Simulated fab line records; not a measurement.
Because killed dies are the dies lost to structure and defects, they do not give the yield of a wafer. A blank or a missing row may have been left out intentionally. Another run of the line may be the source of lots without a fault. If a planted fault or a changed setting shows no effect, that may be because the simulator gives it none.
2 desks looking at one fault + flow gf180mcu + what lay behind the numbers comes last; until then each desk has only its own

METROLOGY DESK
What the gauges read, lot by lot, whatever tool the lot ran on: means of the sampled wafers that have a number. Marked OUT: a lot whose mean sits more than 4 standard deviations from the usual mean, which makes it out of limits; the brackets give that distance.
Columns: A = V3_CVD_02_THK at GF_V3_THK_MEAS_03, usual 857 nm; B = M4_ALCU_THK at GF_M4_THK_MEAS_06, usual 459 nm; C = cd_nm at GF_M4_CD_MEAS_14, usual 280.1 nm
| lot  | first seen here | A   | B   | C     |
|------|-----------------|-----|-----|-------|
| L434 | day 21 07:20    | 858 | 467 | 280.9 |
| L437 | day 22 06:28    | 865 | 460 | 279.4 |
| L438 | day 22 17:19    | 855 | 456 | 279.8 |
| L441 | day 24 03:17    | 870 | 463 | 279.2 |
| L442 | day 24 08:29    | 864 | 465 | 278.2 |
| L444 | day 25 03:23    | 856 | 462 | 281.0 |
| L445 | day 25 18:33    | 843 | 460 | 280.3 |
| L446 | day 26 06:32    | 860 | 456 | 280.7 |
| L450 | day 27 01:39    | 841 | 458 | 279.3 |
| L451 | day 27 12:07    | 866 | 463 | 279.5 |
| L452 | day 27 16:20    | 863 | 455 | 280.5 |
| L454 | day 28 00:59    | 857 | 454 | 279.1 |
| L455 | day 28 05:10    | 850 | 460 | 279.3 |
This desk's finding: nothing out of limits on any of the 13 lots.

THE TOOL OWNER'S DESK: pvd_sputter-01
The tool's own readings at GF_MIM_SPUTTER_00 (material Ti, target thk 37.5 nm, time 150 s): means of the sampled wafers that have a number, for each lot that ran on this tool. Marked OUT: a lot whose mean sits more than 4 standard deviations from the usual mean, which makes it out of limits; the brackets give that distance.
Columns: A = cathode_dc_power_W at GF_MIM_SPUTTER_00, usual 3999.9 W; B = chamber_pressure_pa at GF_MIM_SPUTTER_00, usual 2.000 Pa; C = throttle_valve_pct at GF_MIM_SPUTTER_00, usual 30.1 %
| lot  | first seen here | A      | B     | C    |
|------|-----------------|--------|-------|------|
| L437 | day 25 07:26    | 3999.9 | 1.999 | 29.2 |
| L445 | day 28 12:18    | 3999.6 | 2.003 | 28.8 |
| L450 | day 29 16:10    | 4000.0 | 1.999 | 29.7 |
| L451 | day 30 02:12    | 3999.6 | 1.998 | 29.1 |
| L455 | day 30 18:17    | 4000.0 | 2.002 | 30.3 |
This desk's finding: nothing out of limits on any of the 5 lots.

ALL TOGETHER
Nothing out of limits was seen by the metrology desk.
Nothing out of limits was seen by the tool owner's desk.

WHAT HAD BEEN PUT IN BY THE SIMULATOR
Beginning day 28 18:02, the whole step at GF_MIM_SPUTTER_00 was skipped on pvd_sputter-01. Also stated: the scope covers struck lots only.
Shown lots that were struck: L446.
